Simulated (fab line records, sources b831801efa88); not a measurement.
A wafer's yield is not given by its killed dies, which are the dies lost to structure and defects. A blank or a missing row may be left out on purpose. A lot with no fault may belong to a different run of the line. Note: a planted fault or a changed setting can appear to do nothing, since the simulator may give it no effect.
The tool behind it: which one? || flow sky130 || 13 lots with 39 wafers sampled at 2 steps, on a route of 708 steps

## WHAT THE GAUGES SHOWED, per wafer
SKY_CAP2M_THK_MEAS_04: measures by xrf. Usual: CAP2M_TIN_THK typically reads 198.5 nm, with standard deviation 2.9.
{"lot": "L199", "measured": "day 41 09:54", "on": "film-metro-03", "CAP2M_TIN_THK (nm)": "203.2 200.7 202.1", "flag": ""}
{"lot": "L201", "measured": "day 41 13:20", "on": "film-metro-02", "CAP2M_TIN_THK (nm)": "199.8 200.9 201.0", "flag": ""}
{"lot": "L200", "measured": "day 41 18:59", "on": "film-metro-02", "CAP2M_TIN_THK (nm)": "198.3 193.9 195.7", "flag": ""}
{"lot": "L202", "measured": "day 42 01:02", "on": "film-metro-04", "CAP2M_TIN_THK (nm)": "198.7 197.7 197.2", "flag": ""}
{"lot": "L203", "measured": "day 42 10:39", "on": "film-metro-02", "CAP2M_TIN_THK (nm)": "201.2 202.1 203.1", "flag": ""}
{"lot": "L204", "measured": "day 42 16:15", "on": "film-metro-04", "CAP2M_TIN_THK (nm)": "197.5 194.0 198.0", "flag": ""}
{"lot": "L206", "measured": "day 43 11:34", "on": "film-metro-04", "CAP2M_TIN_THK (nm)": "198.5 198.4 198.3", "flag": ""}
{"lot": "L211", "measured": "day 44 18:00", "on": "film-metro-03", "CAP2M_TIN_THK (nm)": "203.1 197.5 199.2", "flag": ""}
{"lot": "L212", "measured": "day 44 20:43", "on": "film-metro-04", "CAP2M_TIN_THK (nm)": "191.6 191.7 199.1", "flag": ""}
{"lot": "L214", "measured": "day 45 07:59", "on": "film-metro-02", "CAP2M_TIN_THK (nm)": "202.9 199.6 195.1", "flag": ""}
{"lot": "L216", "measured": "day 45 13:17", "on": "film-metro-02", "CAP2M_TIN_THK (nm)": "200.7 199.4 197.1", "flag": ""}
{"lot": "L218", "measured": "day 46 07:49", "on": "film-metro-04", "CAP2M_TIN_THK (nm)": "200.6 197.0 200.3", "flag": ""}
{"lot": "L219", "measured": "day 46 08:07", "on": "film-metro-02", "CAP2M_TIN_THK (nm)": "194.2 203.7 198.8", "flag": ""}

SKY_METAL4_CD_MEAS_13: the cd target is 300 nm. Usual: cd-nm reads 300.1 nm (standard deviation 1.6).
{"lot": "L199", "measured": "day 43 10:18", "on": "cd-sem-02", "cd-nm (nm)": "300.3 300.4 300.9", "flag": ""}
{"lot": "L201", "measured": "day 43 12:51", "on": "cd-sem-02", "cd-nm (nm)": "300.7 298.8 300.9", "flag": ""}
{"lot": "L200", "measured": "day 43 19:57", "on": "cd-sem-01", "cd-nm (nm)": "300.8 299.5 300.7", "flag": ""}
{"lot": "L202", "measured": "day 43 23:22", "on": "cd-sem-02", "cd-nm (nm)": "298.7 299.6 298.6", "flag": ""}
{"lot": "L203", "measured": "day 44 09:49", "on": "cd-sem-02", "cd-nm (nm)": "296.2 297.9 298.0", "flag": ""}
{"lot": "L204", "measured": "day 44 14:43", "on": "cd-sem-02", "cd-nm (nm)": "300.5 300.8 301.6", "flag": ""}
{"lot": "L206", "measured": "day 45 08:39", "on": "cd-sem-01", "cd-nm (nm)": "300.9 301.4 300.4", "flag": ""}
{"lot": "L211", "measured": "day 46 13:18", "on": "cd-sem-02", "cd-nm (nm)": "297.6 299.0 299.1", "flag": ""}
{"lot": "L212", "measured": "day 46 14:47", "on": "cd-sem-01", "cd-nm (nm)": "300.6 301.7 299.3", "flag": ""}
{"lot": "L214", "measured": "day 47 02:00", "on": "cd-sem-01", "cd-nm (nm)": "300.2 301.7 300.4", "flag": ""}
{"lot": "L216", "measured": "day 47 07:45", "on": "cd-sem-01", "cd-nm (nm)": "302.7 302.6 302.6", "flag": ""}
{"lot": "L218", "measured": "day 48 00:53", "on": "cd-sem-02", "cd-nm (nm)": "299.8 299.6 300.7", "flag": ""}
{"lot": "L219", "measured": "day 48 00:55", "on": "cd-sem-01", "cd-nm (nm)": "299.7 298.1 299.1", "flag": ""}

## TOOL THAT RAN EACH LOT (tool first, then ch and the chambers of the sampled wafers, then the start)
Record: no process step prior to these readings.

## AS READ BY THE TOOLS THEMSELVES (means over the sampled wafers that have a number; for cases with no such wafer, the mark the record gives instead)
The record holds no such reading with a usual standard deviation.

## THE ANSWER, worked out from the rows above alone
Rule: a lot is off if the mean of its wafers that have a number lies more than 3 standard deviations from the usual mean. A lot without any number at a reading at which 4 lots or more have one is off too. The other lots that the step has rows for count as sound. Order of review: gauges by route order, followed by the tools' own readings, for which a lot's mean as printed above is used. At the first step where some lot is off, the reading lying furthest off is the one used; lots without a number count as furthest.
Across all readings shown, no lot is off: no conclusion can be drawn from this.

## WHAT THE SIMULATOR PUT IN
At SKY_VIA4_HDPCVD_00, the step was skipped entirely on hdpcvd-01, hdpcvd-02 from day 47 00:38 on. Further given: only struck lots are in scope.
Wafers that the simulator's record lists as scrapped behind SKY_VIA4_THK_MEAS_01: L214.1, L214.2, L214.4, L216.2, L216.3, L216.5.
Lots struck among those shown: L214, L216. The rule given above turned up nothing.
